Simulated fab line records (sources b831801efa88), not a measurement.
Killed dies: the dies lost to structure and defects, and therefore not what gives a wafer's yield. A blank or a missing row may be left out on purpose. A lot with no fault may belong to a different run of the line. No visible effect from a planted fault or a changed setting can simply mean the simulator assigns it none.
Which tool did it? -- flow gf180mcu -- 12 lots, 36 wafers sampled, at 5 steps of a route of 602

## WHAT THE GAUGES SHOWED, per wafer
GF_LVPWELL_TW_MEAS_11.
lot,measured,on,LVPWELL_TW
L666,day 4 03:14,filmMetro-03,559.4 560.7 561.3
L668,day 4 16:07,filmMetro-01,560.2 563.7 562.3
L669,day 4 22:26,filmMetro-03,560.2 560.7 558.5
L670,day 5 00:49,filmMetro-04,566.1 571.3 564.6
L672,day 5 12:38,filmMetro-01,564.2 561.8 557.3
L673,day 5 18:17,filmMetro-03,560.5 560.5 561.7
L674,day 6 01:02,filmMetro-04,565.9 562.2 561.3
L680,day 7 10:16,filmMetro-04,617.5 613.1 612.6
L681,day 7 14:14,filmMetro-04,615.0 616.1 615.6
L684,day 8 09:29,filmMetro-01,561.3 560.2 558.2
L685,day 8 14:56,filmMetro-03,565.4 560.5 563.5
L686,day 8 18:13,filmMetro-04,564.8 564.5 566.7

GF_VT_IMPLANT_RS_MEAS_48: measurement is done with a four-point probe.
lot,measured,on,LVPWELL_RS (ohm/sq)
L666,day 7 20:28,filmMetro-04,1197 1197 1193
L668,day 8 12:14,filmMetro-04,1192 1196 1194
L669,day 8 19:07,filmMetro-01,1196 1201 1200
L670,day 8 22:13,filmMetro-03,1193 1189 1192
L672,day 9 12:29,filmMetro-03,1192 1194 1195
L673,day 9 17:01,filmMetro-04,1199 1199 1202
L674,day 10 00:49,filmMetro-04,1195 1199 1196
L680,day 11 17:43,filmMetro-03,1007 1010 1010
L681,day 11 23:44,filmMetro-03,1008 1008 1010
L684,day 12 22:40,filmMetro-01,1200 1201 1197
L685,day 13 06:10,filmMetro-03,1192 1193 1194
L686,day 13 07:59,filmMetro-03,1191 1188 1190

GF_M1_RS_MEAS_05: measurement is done with a four-point probe.
lot,measured,on,M1_ALCU_RS (ohm/sq)
L666,day 16 14:29,filmMetro-01,0.0700 0.0687 0.0699
L668,day 17 11:57,filmMetro-02,0.0701 0.0696 0.0692
L669,day 18 01:46,filmMetro-01,0.0705 0.0695 0.0700
L670,day 18 00:26,filmMetro-04,0.0702 0.0698 0.0707
L672,day 18 18:24,filmMetro-04,0.0702 0.0702 0.0701
L673,day 19 00:09,filmMetro-04,0.0684 0.0683 0.0691
L674,day 19 09:52,filmMetro-04,0.0694 0.0691 0.0696
L680,day 21 15:17,filmMetro-02,0.0693 0.0696 0.0694
L681,day 21 23:43,filmMetro-04,0.0694 0.0693 0.0694
L684,day 23 02:12,filmMetro-04,0.0694 0.0693 0.0694
L685,day 23 11:18,filmMetro-02,0.0688 0.0698 0.0700
L686,day 23 15:10,filmMetro-02,0.0686 0.0690 0.0685

GF_V2_THK_MEAS_03.
lot,measured,on,V2_CVD_02_THK (nm)
L666,day 19 16:39,filmMetro-01,835 842 853
L668,day 20 16:34,filmMetro-01,848 840 855
L669,day 21 06:28,filmMetro-01,835 833 844
L670,day 21 04:43,filmMetro-01,819 820 828
L672,day 21 23:47,filmMetro-01,834 863 855
L673,day 22 04:26,filmMetro-03,843 859 852
L674,day 22 13:35,filmMetro-03,850 850 854
L680,day 24 15:20,filmMetro-04,832 831 853
L681,day 24 23:57,filmMetro-04,847 855 860
L684,day 26 00:13,filmMetro-03,846 831 852
L685,day 26 08:13,filmMetro-03,857 878 852
L686,day 26 13:20,filmMetro-03,835 833 853

## WHAT TOOL EACH LOT RAN ON (gives the tool, then ch and the chambers of the sampled wafers, and finally the start)
lot,GF_LVPWELL_IMPLANT_08
L666,"implanter-04 ch 0, day 4 02:50"
L668,"implanter-01 ch 0, day 4 15:43"
L669,"implanter-04 ch 0, day 4 22:03"
L670,"implanter-01 ch 0, day 5 00:25"
L672,"implanter-02 ch 0, day 5 12:14"
L673,"implanter-04 ch 0, day 5 17:53"
L674,"implanter-02 ch 0, day 6 00:39"
L680,"implanter-04 ch 0, day 7 09:52"
L681,"implanter-04 ch 0, day 7 13:50"
L684,"implanter-01 ch 0, day 8 09:06"
L685,"implanter-01 ch 0, day 8 14:34"
L686,"implanter-02 ch 0, day 8 17:49"
- GF_LVPWELL_IMPLANT_08

## WHAT THE TOOLS THEMSELVES READ (means of the sampled wafers that have a number; where no wafer has one, the mark that the record gives instead)
GF_LVPWELL_IMPLANT_08.
lot,tool,doseIonsCm2,faradayCurrentUA
L666,implanter-04,1.4981e+13,86.5
L668,implanter-01,1.4993e+13,84.4
L669,implanter-04,1.5001e+13,84.1
L670,implanter-01,1.4997e+13,84.4
L672,implanter-02,1.4991e+13,86.1
L673,implanter-04,1.5005e+13,85.7
L674,implanter-02,1.5000e+13,84.6
L680,implanter-04,2.1042e+13,116.9
L681,implanter-04,2.1040e+13,118.5
L684,implanter-01,1.5017e+13,84.7
L685,implanter-01,1.4985e+13,82.9
L686,implanter-02,1.4988e+13,83.0

## THE ANSWER, worked out from the rows above alone
Rule: the lots themselves supply what counts as usual. Put in order of their means at a reading, lots are off if they are a third of the lots or fewer, leave a main group of 4 or more, and stand apart from it by a gap of 3 or more times the standard deviation of the main group's means; of several such gaps the widest counts. A main group is skipped when, at the precision printed for the reading in the tables above, its means are all equal. A lot without any number at a reading at which 4 lots or more have one is off too. All remaining lots with rows at the step are treated as sound. First the gauges in route order, then the tools' own readings, where a lot's mean is used as printed above. The first step at which some lot is off is used, and at that step the reading that is off furthest; a lot without a number counts as furthest.
Off: at GF_LVPWELL_TW_MEAS_11 (LVPWELL_TW), L680, L681. For the main group the mean is 562.3 and the standard deviation 2.3.
If a tool, at a process step before that reading, ran all the lots that are off and no sound lot after the first of them, it fits. Not tried: the gauges at GF_LVPWELL_TW_MEAS_11; whatever is off there is also off at GF_VT_IMPLANT_RS_MEAS_48, on other tools, and gauge error can't account for it. One fits: implanter-04 at GF_LVPWELL_IMPLANT_08. Its last sound lot is L673 (day 5 17:53), its first lot that is off L680 (day 7 09:52): a fault that began between those two fits.
The tool's own readings at GF_LVPWELL_IMPLANT_08 bear it out: on the lots that are off they differ by more than 5 times the standard deviation of the sound lots' means. doseIonsCm2 reads 2.1041e+13 there against 1.4996e+13 on the sound lots; faradayCurrentUA reads 117.7 there against 84.6 on the sound lots.

## WHAT THE SIMULATOR HAD INSERTED
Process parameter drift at GF_LVPWELL_IMPLANT_08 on implanter-04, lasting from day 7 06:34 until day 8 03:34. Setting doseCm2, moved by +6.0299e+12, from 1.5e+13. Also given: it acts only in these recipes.
Shown lots that were struck: L680, L681. The same result came from the rule above.
